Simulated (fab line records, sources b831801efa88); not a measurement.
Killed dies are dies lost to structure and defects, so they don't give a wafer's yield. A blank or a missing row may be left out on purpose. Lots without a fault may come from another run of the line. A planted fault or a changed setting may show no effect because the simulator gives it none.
A sampling plan put to the test | flow gf180mcu | one fab line, 50 faults that these records tell of, each judged on the records of the lots that it struck
The plan is the line's own looks: the steps of the route at which a gauge or an inspection reads the wafer and doesn't change it. A look can be judged if struck wafers have a number there and the file gives its usual mean and standard deviation on fault-free wafers. Caught: at a look after the fault's first step, the mean of the struck wafers lies 4 or more of those standard deviations (sigma) from the usual mean. On the tool: the same test on the tool's own readings at the fault's steps. Another recipe on the struck wafers, or a record that is blank for them alone, also counts as caught.

THE FAULTS, as the simulator had put them in
1. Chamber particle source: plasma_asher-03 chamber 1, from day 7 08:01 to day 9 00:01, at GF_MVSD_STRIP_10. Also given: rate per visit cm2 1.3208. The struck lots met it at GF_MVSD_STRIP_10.
2. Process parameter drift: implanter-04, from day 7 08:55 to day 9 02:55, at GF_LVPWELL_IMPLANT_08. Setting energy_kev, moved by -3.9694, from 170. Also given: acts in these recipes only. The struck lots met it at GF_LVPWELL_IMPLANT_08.
3. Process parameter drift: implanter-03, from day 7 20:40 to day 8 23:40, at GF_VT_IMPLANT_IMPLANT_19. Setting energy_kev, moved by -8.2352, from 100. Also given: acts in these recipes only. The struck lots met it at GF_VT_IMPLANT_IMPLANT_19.
4. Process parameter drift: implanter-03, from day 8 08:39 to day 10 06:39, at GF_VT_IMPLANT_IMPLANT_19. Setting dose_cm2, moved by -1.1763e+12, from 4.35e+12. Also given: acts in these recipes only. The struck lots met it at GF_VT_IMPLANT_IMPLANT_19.
5. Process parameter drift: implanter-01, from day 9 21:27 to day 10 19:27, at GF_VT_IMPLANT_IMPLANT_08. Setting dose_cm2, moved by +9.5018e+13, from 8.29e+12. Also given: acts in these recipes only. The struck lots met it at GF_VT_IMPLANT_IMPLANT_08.
6. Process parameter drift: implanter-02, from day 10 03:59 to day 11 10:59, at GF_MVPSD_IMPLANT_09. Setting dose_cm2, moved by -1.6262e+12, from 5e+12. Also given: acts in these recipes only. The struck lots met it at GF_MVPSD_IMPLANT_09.
7. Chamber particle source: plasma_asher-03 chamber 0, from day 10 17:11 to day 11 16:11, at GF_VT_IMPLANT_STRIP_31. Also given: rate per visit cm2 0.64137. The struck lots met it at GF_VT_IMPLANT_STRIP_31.
8. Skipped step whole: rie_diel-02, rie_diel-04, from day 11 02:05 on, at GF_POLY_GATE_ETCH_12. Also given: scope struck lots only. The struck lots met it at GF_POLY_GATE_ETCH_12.
9. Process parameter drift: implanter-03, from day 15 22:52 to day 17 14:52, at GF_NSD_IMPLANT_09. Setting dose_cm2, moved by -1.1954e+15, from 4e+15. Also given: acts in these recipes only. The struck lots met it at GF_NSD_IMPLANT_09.
10. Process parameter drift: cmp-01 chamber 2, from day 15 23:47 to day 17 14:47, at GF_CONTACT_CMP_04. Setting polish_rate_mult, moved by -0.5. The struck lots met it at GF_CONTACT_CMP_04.
11. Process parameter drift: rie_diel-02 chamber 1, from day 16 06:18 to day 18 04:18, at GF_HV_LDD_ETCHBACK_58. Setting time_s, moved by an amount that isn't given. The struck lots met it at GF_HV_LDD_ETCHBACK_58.
12. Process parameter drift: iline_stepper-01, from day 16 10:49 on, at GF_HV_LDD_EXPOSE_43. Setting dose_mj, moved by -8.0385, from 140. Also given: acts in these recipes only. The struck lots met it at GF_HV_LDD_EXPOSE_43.
13. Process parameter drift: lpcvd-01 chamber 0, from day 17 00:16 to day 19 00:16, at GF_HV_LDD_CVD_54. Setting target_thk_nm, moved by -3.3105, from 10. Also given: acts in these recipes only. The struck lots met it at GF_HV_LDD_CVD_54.
14. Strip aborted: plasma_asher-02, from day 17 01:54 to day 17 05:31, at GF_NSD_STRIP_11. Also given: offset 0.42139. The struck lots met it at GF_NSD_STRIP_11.
15. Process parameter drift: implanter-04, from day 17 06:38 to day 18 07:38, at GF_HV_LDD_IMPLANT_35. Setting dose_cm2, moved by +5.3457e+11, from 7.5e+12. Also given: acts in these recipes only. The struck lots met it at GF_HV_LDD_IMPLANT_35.
16. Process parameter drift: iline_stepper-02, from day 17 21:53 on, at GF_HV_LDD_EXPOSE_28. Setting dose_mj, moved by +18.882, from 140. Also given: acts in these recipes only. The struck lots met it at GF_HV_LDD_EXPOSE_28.
17. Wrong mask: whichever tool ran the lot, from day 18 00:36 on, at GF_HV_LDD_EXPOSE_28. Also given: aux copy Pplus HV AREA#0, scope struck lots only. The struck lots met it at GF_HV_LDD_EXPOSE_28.
18. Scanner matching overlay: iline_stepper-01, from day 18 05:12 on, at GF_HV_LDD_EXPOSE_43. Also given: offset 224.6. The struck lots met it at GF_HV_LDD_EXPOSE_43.
19. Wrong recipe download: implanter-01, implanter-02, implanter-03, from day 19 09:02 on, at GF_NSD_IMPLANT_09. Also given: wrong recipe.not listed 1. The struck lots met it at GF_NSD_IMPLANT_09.
20. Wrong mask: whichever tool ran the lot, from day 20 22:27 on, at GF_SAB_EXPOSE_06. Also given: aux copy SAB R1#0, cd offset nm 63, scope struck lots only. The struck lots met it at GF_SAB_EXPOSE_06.
21. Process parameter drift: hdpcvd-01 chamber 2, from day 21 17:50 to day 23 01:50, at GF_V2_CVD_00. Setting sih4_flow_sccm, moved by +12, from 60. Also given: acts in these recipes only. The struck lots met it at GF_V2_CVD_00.
22. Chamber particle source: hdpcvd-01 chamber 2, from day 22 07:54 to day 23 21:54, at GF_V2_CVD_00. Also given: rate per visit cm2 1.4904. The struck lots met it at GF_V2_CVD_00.
23. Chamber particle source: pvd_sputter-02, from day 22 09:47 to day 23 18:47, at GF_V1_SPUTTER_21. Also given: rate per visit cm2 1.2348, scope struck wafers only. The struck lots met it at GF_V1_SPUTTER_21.
24. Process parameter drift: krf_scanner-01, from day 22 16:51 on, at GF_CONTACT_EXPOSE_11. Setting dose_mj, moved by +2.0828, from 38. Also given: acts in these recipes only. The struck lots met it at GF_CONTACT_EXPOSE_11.
25. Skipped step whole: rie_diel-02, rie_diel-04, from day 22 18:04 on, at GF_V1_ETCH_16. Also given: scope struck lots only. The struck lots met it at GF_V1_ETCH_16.
26. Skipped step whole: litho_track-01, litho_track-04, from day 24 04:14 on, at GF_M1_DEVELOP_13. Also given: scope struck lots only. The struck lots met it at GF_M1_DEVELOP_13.
27. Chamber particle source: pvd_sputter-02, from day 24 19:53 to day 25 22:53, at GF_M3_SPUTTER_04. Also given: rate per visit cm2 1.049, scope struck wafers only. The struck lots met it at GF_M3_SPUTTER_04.
28. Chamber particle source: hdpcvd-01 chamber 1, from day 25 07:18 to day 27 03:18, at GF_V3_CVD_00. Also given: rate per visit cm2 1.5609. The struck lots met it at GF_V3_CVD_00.
29. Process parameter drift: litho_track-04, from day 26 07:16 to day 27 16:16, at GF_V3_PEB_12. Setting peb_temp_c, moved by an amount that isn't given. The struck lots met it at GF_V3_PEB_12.
30. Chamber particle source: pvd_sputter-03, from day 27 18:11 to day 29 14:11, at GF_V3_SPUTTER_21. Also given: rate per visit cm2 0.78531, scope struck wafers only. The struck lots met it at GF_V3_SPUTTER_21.
31. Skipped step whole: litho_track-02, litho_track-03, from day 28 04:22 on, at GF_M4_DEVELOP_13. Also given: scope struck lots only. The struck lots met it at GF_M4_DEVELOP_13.
32. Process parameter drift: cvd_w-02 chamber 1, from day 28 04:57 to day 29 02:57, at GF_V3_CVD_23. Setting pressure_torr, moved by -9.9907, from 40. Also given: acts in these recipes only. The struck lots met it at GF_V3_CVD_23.
33. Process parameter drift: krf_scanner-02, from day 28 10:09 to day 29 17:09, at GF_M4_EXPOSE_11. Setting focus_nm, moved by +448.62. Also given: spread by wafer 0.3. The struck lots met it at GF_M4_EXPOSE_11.
34. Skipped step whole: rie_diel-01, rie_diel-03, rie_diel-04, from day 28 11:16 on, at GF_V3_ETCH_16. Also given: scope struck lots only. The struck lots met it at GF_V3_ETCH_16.
35. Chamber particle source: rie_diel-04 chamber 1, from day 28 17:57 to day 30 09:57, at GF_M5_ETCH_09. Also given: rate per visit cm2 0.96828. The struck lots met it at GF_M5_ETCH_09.
36. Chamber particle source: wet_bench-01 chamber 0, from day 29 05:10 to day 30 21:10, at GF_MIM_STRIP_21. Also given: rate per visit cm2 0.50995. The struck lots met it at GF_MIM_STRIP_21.
37. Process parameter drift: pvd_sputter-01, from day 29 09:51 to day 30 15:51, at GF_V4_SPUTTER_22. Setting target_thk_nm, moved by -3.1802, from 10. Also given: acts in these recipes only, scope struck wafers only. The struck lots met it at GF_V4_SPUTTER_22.
38. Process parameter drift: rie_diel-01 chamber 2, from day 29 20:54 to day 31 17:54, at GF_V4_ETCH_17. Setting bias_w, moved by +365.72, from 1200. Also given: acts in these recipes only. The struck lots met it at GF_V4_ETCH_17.
39. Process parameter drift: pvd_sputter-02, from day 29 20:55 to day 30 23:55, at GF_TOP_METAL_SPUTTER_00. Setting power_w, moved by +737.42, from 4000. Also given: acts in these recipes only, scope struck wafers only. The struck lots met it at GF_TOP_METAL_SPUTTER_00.
40. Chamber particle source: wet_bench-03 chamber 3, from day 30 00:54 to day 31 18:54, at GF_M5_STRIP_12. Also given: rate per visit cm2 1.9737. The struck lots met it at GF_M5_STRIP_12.
41. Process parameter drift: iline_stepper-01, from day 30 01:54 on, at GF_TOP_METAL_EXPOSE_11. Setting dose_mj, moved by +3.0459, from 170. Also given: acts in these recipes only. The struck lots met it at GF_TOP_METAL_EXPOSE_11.
42. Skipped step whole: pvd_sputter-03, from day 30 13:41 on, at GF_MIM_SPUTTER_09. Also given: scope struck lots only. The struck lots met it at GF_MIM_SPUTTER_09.
43. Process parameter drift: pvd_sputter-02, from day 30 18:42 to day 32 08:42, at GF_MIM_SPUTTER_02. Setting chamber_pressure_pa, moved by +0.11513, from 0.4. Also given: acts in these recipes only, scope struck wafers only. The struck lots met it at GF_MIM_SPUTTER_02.
44. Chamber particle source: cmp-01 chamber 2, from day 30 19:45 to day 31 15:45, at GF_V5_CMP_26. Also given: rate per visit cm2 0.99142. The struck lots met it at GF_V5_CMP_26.
45. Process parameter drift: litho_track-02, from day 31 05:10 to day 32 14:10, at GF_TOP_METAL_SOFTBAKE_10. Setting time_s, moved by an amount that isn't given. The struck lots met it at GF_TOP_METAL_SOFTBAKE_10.
46. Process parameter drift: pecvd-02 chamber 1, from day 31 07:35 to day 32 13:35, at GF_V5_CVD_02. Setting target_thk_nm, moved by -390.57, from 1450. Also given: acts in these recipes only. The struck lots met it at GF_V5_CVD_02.
47. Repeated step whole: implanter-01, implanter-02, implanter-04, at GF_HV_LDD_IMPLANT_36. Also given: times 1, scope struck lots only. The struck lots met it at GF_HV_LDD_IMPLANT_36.
48. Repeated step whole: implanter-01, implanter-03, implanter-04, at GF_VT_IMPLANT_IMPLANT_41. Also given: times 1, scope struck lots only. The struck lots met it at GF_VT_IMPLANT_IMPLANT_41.
49. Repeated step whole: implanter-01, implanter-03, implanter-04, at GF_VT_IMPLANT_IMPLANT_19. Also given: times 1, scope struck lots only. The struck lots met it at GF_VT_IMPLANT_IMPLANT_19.
50. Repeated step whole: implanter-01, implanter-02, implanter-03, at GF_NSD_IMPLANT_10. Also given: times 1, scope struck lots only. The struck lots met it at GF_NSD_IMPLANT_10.

WHAT THE PLAN SAW
fault | on the tool itself                               | first look that catches it                      | reading, sigma                                               | median hours from its first step to that look | hours from the fault's start to the first struck lot there | judged looks passed uncaught
1     | under 2 sigma                                    | not the one look that can be judged after it    | -                                                            | -                                             | -                                                          | 1
2     | beam_energy_keV -68 sigma                        | no look after it can be judged                  | -                                                            | -                                             | -                                                          | 0
3     | beam_energy_keV -99 or beyond sigma              | none of the 3 looks that can be judged after it | strongest: VT_IMPLANT_2_TW at GF_VT_IMPLANT_TW_MEAS_21, -3.1 | -                                             | -                                                          | 3
4     | dose_ions_cm2 -99 or beyond sigma                | GF_VT_IMPLANT_TW_MEAS_21                        | VT_IMPLANT_2_TW -10                                          | 0.2                                           | 6                                                          | 0
5     | dose_ions_cm2 +99 or beyond sigma                | GF_VT_IMPLANT_TW_MEAS_10                        | VT_IMPLANT_TW +99 or beyond                                  | 0.2                                           | 9                                                          | 0
6     | dose_ions_cm2 -99 or beyond sigma                | GF_VT_IMPLANT_RS_MEAS_49                        | MVPSD_RS +27                                                 | 77.4                                          | 85                                                         | 1
7     | under 2 sigma                                    | not the one look that can be judged after it    | -                                                            | -                                             | -                                                          | 1
8     | the tool's record is blank for the struck wafers | no look after it can be judged                  | -                                                            | -                                             | -                                                          | 0
9     | dose_ions_cm2 -99 or beyond sigma                | GF_PSD_RS_MEAS_14                               | NSD_RS +29                                                   | 23.7                                          | 25                                                         | 0
10    | time_to_endpoint_s +4.4 sigma                    | not the one look that can be judged after it    | -                                                            | -                                             | -                                                          | 1
11    | run_length_s -60 sigma                           | no look after it can be judged                  | -                                                            | -                                             | -                                                          | 0
12    | exposure_dose_mJ_cm2 -47 sigma                   | GF_HV_LDD_CD_MEAS_46                            | cd_nm -7.3                                                   | 11.5                                          | 23                                                         | 0
13    | under 2 sigma                                    | GF_HV_LDD_THK_MEAS_55                           | HV_LDD_CVD_54_THK -22                                        | 1.0                                           | 35                                                         | 0
14    | oes_product_au +15 sigma                         | GF_PSD_TW_MEAS_11                               | PSD_TW -99 or beyond                                         | 23.9                                          | 27                                                         | 0
15    | dose_ions_cm2 +64 sigma                          | none of the 7 looks that can be judged after it | -                                                            | -                                             | -                                                          | 7
16    | exposure_dose_mJ_cm2 +99 or beyond sigma         | GF_HV_LDD_CD_MEAS_31                            | cd_nm +15                                                    | 11.9                                          | 18                                                         | 0
17    | under 2 sigma                                    | GF_HV_LDD_TW_MEAS_38                            | HV_LDD_3_TW -99 or beyond                                    | 12.7                                          | 17                                                         | 0
18    | under 2 sigma                                    | GF_HV_LDD_OVL_MEAS_47                           | HV_LDD_03_OVL +99 or beyond                                  | 12.0                                          | 28                                                         | 0
19    | under 2 sigma                                    | GF_NSD_TW_MEAS_12                               | NSD_TW +31                                                   | 0.4                                           | 5                                                          | 0
20    | no reading that can be judged                    | GF_SAB_CD_MEAS_09                               | cd_nm +33                                                    | 11.2                                          | 15                                                         | 0
21    | sih4_flow_sccm +73 sigma                         | GF_V2_THK_MEAS_01                               | V2_CVD_00_THK +15                                            | 0.1                                           | 9                                                          | 0
22    | no reading that can be judged                    | not the one look that can be judged after it    | -                                                            | -                                             | -                                                          | 1
23    | under 2 sigma                                    | none of the 2 looks that can be judged after it | -                                                            | -                                             | -                                                          | 2
24    | exposure_dose_mJ_cm2 +54 sigma                   | GF_CONTACT_CD_MEAS_14                           | cd_nm +6.5                                                   | 11.2                                          | 17                                                         | 0
25    | the tool's record is blank for the struck wafers | no look after it can be judged                  | -                                                            | -                                             | -                                                          | 0
26    | no reading that can be judged                    | no look after it can be judged                  | -                                                            | -                                             | -                                                          | 0
27    | under 2 sigma                                    | not the one look that can be judged after it    | -                                                            | -                                             | -                                                          | 1
28    | under 2 sigma                                    | not the one look that can be judged after it    | -                                                            | -                                             | -                                                          | 1
29    | heater_power_total_W +49 sigma                   | GF_V3_CD_MEAS_14                                | cd_nm +7.7                                                   | 0.3                                           | 21                                                         | 0
30    | under 2 sigma                                    | not the one look that can be judged after it    | -                                                            | -                                             | -                                                          | 1
31    | no reading that can be judged                    | no look after it can be judged                  | -                                                            | -                                             | -                                                          | 0
32    | chamber_pressure_Torr -99 or beyond sigma        | GF_V3_RS_MEAS_24                                | V3_W_RS +19                                                  | 0.1                                           | 20                                                         | 0
33    | exposure_dose_mJ_cm2 -66 sigma                   | GF_M4_CD_MEAS_14                                | cd_nm -53                                                    | 8.9                                           | 37                                                         | 0
34    | the tool's record is blank for the struck wafers | no look after it can be judged                  | -                                                            | -                                             | -                                                          | 0
35    | under 2 sigma                                    | none of the 2 looks that can be judged after it | -                                                            | -                                             | -                                                          | 2
36    | no reading that can be judged                    | no look after it can be judged                  | -                                                            | -                                             | -                                                          | 0
37    | only faintly: throttle_valve_pct +2.0 sigma      | no look after it can be judged                  | -                                                            | -                                             | -                                                          | 0
38    | bias_w +98 sigma                                 | no look after it can be judged                  | -                                                            | -                                             | -                                                          | 0
39    | cathode_dc_power_W +99 or beyond sigma           | no look after it can be judged                  | -                                                            | -                                             | -                                                          | 0
40    | no reading that can be judged                    | no look after it can be judged                  | -                                                            | -                                             | -                                                          | 0
41    | exposure_dose_mJ_cm2 +16 sigma                   | not the one look that can be judged after it    | strongest: cd_nm at GF_TOP_METAL_CD_MEAS_14, -2.6            | -                                             | -                                                          | 1
42    | the tool's record is blank for the struck wafers | GF_MIM_THK_MEAS_11                              | MIM_ALCU_THK +4.4                                            | 0.1                                           | 4                                                          | 0
43    | chamber_pressure_pa +88 sigma                    | no look after it can be judged                  | -                                                            | -                                             | -                                                          | 0
44    | under 2 sigma                                    | no look after it can be judged                  | -                                                            | -                                             | -                                                          | 0
45    | heater_power_total_W +99 or beyond sigma         | not the one look that can be judged after it    | -                                                            | -                                             | -                                                          | 1
46    | under 2 sigma                                    | GF_V5_THK_MEAS_03                               | V5_CVD_02_THK -19                                            | 0.1                                           | 26                                                         | 0
47    | under 2 sigma                                    | GF_HV_LDD_TW_MEAS_38                            | HV_LDD_3_TW +16                                              | 0.5                                           | -                                                          | 0
48    | no reading that can be judged                    | GF_VT_IMPLANT_TW_MEAS_43                        | VT_IMPLANT_4_TW +24                                          | 0.6                                           | -                                                          | 0
49    | under 2 sigma                                    | GF_VT_IMPLANT_TW_MEAS_21                        | VT_IMPLANT_2_TW +24                                          | 0.5                                           | -                                                          | 0
50    | no reading that can be judged                    | GF_PSD_RS_MEAS_14                               | NSD_RS -62                                                   | 25.1                                          | -                                                          | 0
A dash: the fault isn't caught, or these records don't give the number.

Caught at a look: 23 of 50. Caught on the tool: 26 of 50. By one or the other: 36 of 50.
Caught on the tool alone: faults 2, 3, 8, 10, 11, 15, 25, 34, 38, 39, 41, 43, 45.
Caught at a look alone: faults 13, 17, 18, 19, 20, 46, 47, 48, 49, 50.
Caught by neither: faults 1, 7, 22, 23, 26, 27, 28, 30, 31, 35, 36, 37, 40, 44.

THINNER SAMPLING
If the look that catches a fault measured only every second or every third lot, by lot number, the first struck lot would be measured this late in the worst case:
fault | struck lots at that look, in order of time | every lot | every second lot | every third lot
4     | L486, L489, L491                           | 6 h       | 26 h             | may miss all 3
5     | L848, L849                                 | 9 h       | 16 h             | may miss all 2
6     | L460, L461                                 | 85 h      | 100 h            | may miss all 2
9     | L225, L227                                 | 25 h      | may miss all 2   | may miss all 2
12    | L665, L667                                 | 23 h      | may miss all 2   | may miss all 2
13    | L320                                       | 35 h      | may miss it      | may miss it
14    | L641                                       | 27 h      | may miss it      | may miss it
16    | L691, L692                                 | 18 h      | 35 h             | may miss all 2
17    | L209                                       | 17 h      | may miss it      | may miss it
18    | L392, L393                                 | 28 h      | 36 h             | may miss all 2
19    | L168, L169                                 | 5 h       | 12 h             | may miss all 2
20    | L505                                       | 15 h      | may miss it      | may miss it
21    | L151                                       | 9 h       | may miss it      | may miss it
24    | L989, L990                                 | 17 h      | 20 h             | may miss all 2
29    | L389, L390                                 | 21 h      | 27 h             | may miss all 2
32    | L381                                       | 20 h      | may miss it      | may miss it
33    | L531                                       | 37 h      | may miss it      | may miss it
42    | L629, L630                                 | 4 h       | 7 h              | may miss all 2
46    | L216                                       | 26 h      | may miss it      | may miss it
Hours are from the fault's start to the first struck lot that is measured. The limit of 4 sigma was tested on all struck wafers together, so one lot alone may lie under it. Other struck lots may not be in these records.

THE LONGEST TIMED WAY FROM STEP TO LOOK
Fault 6: a median of 77.4 hours passes between GF_MVPSD_IMPLANT_09 and GF_VT_IMPLANT_RS_MEAS_49. The look between them that can be judged stayed within 4 sigma: GF_MVPSD_TW_MEAS_11.
